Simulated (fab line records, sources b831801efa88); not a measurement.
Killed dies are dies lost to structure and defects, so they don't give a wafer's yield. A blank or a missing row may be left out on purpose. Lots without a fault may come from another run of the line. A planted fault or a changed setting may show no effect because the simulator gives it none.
Problem report in the 8D (eight disciplines) form, filled by code | flow sky130 | the parts of the form that need people (team, actions taken, sign-off) are left out

1. THE PROBLEM
VT_ADJUST_HVTP_TW at SKY_VT_ADJUST_HVTP_TW_MEAS_11 reads a mean of 30 on 6 wafers of 2 lots; wafers without a fault read 1345 with a standard deviation of 16. That is -82 standard deviations from the usual mean.
First seen on wafer L443.1, day 12 00:53, on film_metro-04. The record holds 42 wafers of 14 lots with a number at this step. Rule for "out", or "out of limits": more than 4 standard deviations from the usual mean. The other wafers with a number count as sound.

2. WHAT IT IS AND WHAT IT IS NOT
question                    | is                     | is not
which readings at this step | VT_ADJUST_HVTP_TW      | -
which lots                  | L443, L444             | L421, L423, L426, L427, L428, L430, L431, L432, L433, L435, L436, L440
which wafers of those lots  | all that have a number | -
read on which gauges        | film_metro-04          | film_metro-01, film_metro-02
when                        | from day 12 00:53      | up to then (36 sound wafers)

3. SUSPECTS, AND WHAT RULES EACH OUT
Counting: a tool at a process step up to the reading stays a suspect if it ran every lot that is out and no sound lot after the first of them.
- the gauge at SKY_VT_ADJUST_HVTP_TW_MEAS_11: ruled out. All the wafers that are out were read on film_metro-04, but those of them that SKY_VT_ADJUST_HVTP_STRIP_10 has rows for are out there too, on other tools.
- plasma_asher-02 at SKY_NWELL_STRIP_25 (strips in O2/N2): kept. It ran every lot that is out, first L443 (day 11 00:53), and no sound lot after that; its last sound lot up to then is L431 (day 7 18:30).
Left after counting: plasma_asher-02 at SKY_NWELL_STRIP_25.

4. THE CAUSE (what the simulator had put in)
Skipped step whole: plasma_asher-02, from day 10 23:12 on, at SKY_NWELL_STRIP_25. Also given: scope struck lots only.
Counting left only this tool.

5. THE CHAIN OF EFFECTS, in route order
Each row: a reading whose mean over the struck wafers that have a number lies more than 3 standard deviations from the usual. Only readings for which the record gives a usual standard deviation are gone through. hours: the time from each lot's start at the first step in this table that gives one to its start at this step, as a median over the lots. sigmas: the change in usual standard deviations.
hours | step                          | reading                  | usual   | on struck wafers | change | sigmas
0     | SKY_VT_ADJUST_HVTP_STRIP_10   | strip_time_to_endpoint_s | 14.19 s | 58.53            | +44.34 | +99 or more
0     | SKY_VT_ADJUST_HVTP_TW_MEAS_11 | VT_ADJUST_HVTP_TW        | 1345    | 30               | -1315  | -82
The process steps in it:
- SKY_VT_ADJUST_HVTP_STRIP_10: strips in O2/N2.
Readings that are blank on the struck wafers while sound wafers have them: chamber_pressure_mTorr at SKY_NWELL_STRIP_25; drypump_motor_current_A at SKY_NWELL_STRIP_25; n2_flow_sccm at SKY_NWELL_STRIP_25; oes_product_au at SKY_NWELL_STRIP_25; strip_time_to_endpoint_s at SKY_NWELL_STRIP_25.

6. WHAT WOULD HAVE CAUGHT IT SOONER
In this record the first reading out of limits at a measuring or inspecting step was taken at day 12 00:53, 26 hours after the fault began at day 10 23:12.
At SKY_NWELL_STRIP_25 the tool's readings are blank on the struck wafers, where sound wafers have them: an empty tool record is the first sign, and it was there at once.
All the lots that are out (2) had begun SKY_NWELL_STRIP_25 on plasma_asher-02 by day 12 00:53. A hold on the tool at that time would have spared none of them.
